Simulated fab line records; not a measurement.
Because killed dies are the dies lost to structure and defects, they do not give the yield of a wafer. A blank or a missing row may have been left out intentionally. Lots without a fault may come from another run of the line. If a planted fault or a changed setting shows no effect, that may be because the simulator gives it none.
fab line records	flow sfq_line
[record] lots = 11	wafers = 33	last_day = 84
route steps=325 shown I4@164
lots with no fault: from the same line, run without faults
start_h: hours from the record's opening day to when the first of the lot's shown wafers began	wait_h: hours from the lot's prior step to this one	" repeats the value in the row above	L1.1+2: one row covering several wafers at once	- no value, or no start given	* or withheld: withheld	< > ~ a bound
route shown NAME@n: NAME is a module with steps in the file, n the number in the route of the first one	usual: mean/standard deviation taken from wafers without a fault	same: alike in all rows	chamber/n: place in a boat	sites: the reading at each site	_std_site: their standard deviation	_edge_site: mean of outer sites minus mean of inner sites	radius_mm: how far each site lies from the wafer's centre	mask NAME#n: copy n	behind: the tool/chamber that last shaped the wafer	hold: why the lot went on hold/how many hours it stayed there/how the hold came to an end	device: names the non-switching transistor (n, p or np)	end of line: the tests these same wafers got at the end of their route	a step given without rows: its recipe and nothing more	killed: count of dies lost to structure and defects at first sort (not the wafer's yield)	map: the dies of a wafer, with x for killed, . for not killed, _ for no die there
set.NAME: the setting that was run; set.NAME@STEP: the one run at that earlier step	model.NAME: the simulator's own value behind a step, which no gauge read
steps of the route over a sample of lots; a table a step, a row a wafer
services: from which hour (start_h, from the record's first day; less than 0 if before it) a tool's chamber was out of use, for how many hours, and why
[[steps]]
[step SFQ_TRILAYER_I4_CMP_CMP_100]
[recipe] material = SiO2	down_force_psi = 3.13	platen_rpm = 60	pad_velocity_m_s = 0.94248
[usual] motor_current_A = 10.3/0.72	time_to_endpoint_s = 205/7.7
lot.wafer	tool	chamber	start_h	wait_h	motor_current_A	time_to_endpoint_s
L198.1	cmp-02	0	1036.73	4.1	10.5	206
L198.2	"	1	"	"	9.5	205
L198.6	"	2	"	"	9.7	216
L199.2	cmp-01	0	1041.46	3.2	11.4	203
L199.4	"	1	"	"	10.5	208
L199.3	"	2	"	"	10.6	198
L201.2	cmp-01	1	1068.53	4.8	10.4	195
L201.3	"	3	1069.53	5.8	10.4	203
L201.5	"	1	1070.53	6.7	10.9	203
L202.4	cmp-02	3	1229.01	1.5	11.2	193
L202.2	"	0	"	"	10.2	206
L202.6	"	1	"	"	10.0	211
L203.4	cmp-02	3	1234.07	1.5	11.1	204
L203.6	"	0	"	"	10.2	213
L203.5	"	1	"	"	9.7	219
L205.2	cmp-01	2	1236.77	1.8	10.8	117
L205.1	"	0	1237.77	2.8	11.1	199
L205.5	"	2	1238.77	3.8	10.4	110
L206.4	cmp-02	2	1238.89	2.0	8.8	208
L206.3	"	3	"	"	10.9	200
L206.1	"	1	1240.39	3.5	9.4	200
L208.4	cmp-02	3	1262.75	4.0	11.1	202
L208.3	"	0	"	"	10.5	197
L208.5	"	1	"	"	9.5	217
L213.1	cmp-02	0	1280.15	0.0	10.1	209
L213.4	"	3	1281.65	1.5	10.4	206
L213.6	"	1	1282.65	2.5	9.0	211
L215.2	cmp-02	2	1291.93	0.5	8.9	217
L215.4	"	3	"	"	10.5	212
L215.5	"	2	1293.93	2.5	8.5	220
L219.3	cmp-02	1	1302.45	0.3	9.7	218
L219.2	"	2	"	"	9.0	212
L219.1	"	0	1303.95	1.8	10.3	216
[[services]]
tool	chamber	start_h	hours	kind
cmp-02	-	1090.93	4.0	pm
cmp-02	-	1094.93	-	consumable_replace:conditioner
cmp-02	-	1094.93	-	consumable_replace:pad
cmp-02	-	1165.97	1.3	repair
cmp-02	-	1238.16	0.3	repair
cmp-01	-	1258.15	4.0	pm
cmp-01	-	1262.15	-	consumable_replace:conditioner
cmp-01	-	1262.15	-	consumable_replace:pad
[[key]]
[first_sign] step = SFQ_TRILAYER_I4_CMP_CMP_100	reading = time_to_endpoint_s	direction = down	sigmas = 12	usual = *	struck = *
effect none on later readings
met_at SFQ_TRILAYER_I4_CMP_CMP_100
struck_lots L205
struck_wafers L205.2,L205.5
onset_between 1041.46 1236.77
[fault] kind = process_parameter_drift	tool = cmp-01	chamber = 2	onset_h = 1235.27	steps = SFQ_TRILAYER_I4_CMP_CMP_100	channel = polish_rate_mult	offset = 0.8	shape = step	end_h = 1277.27
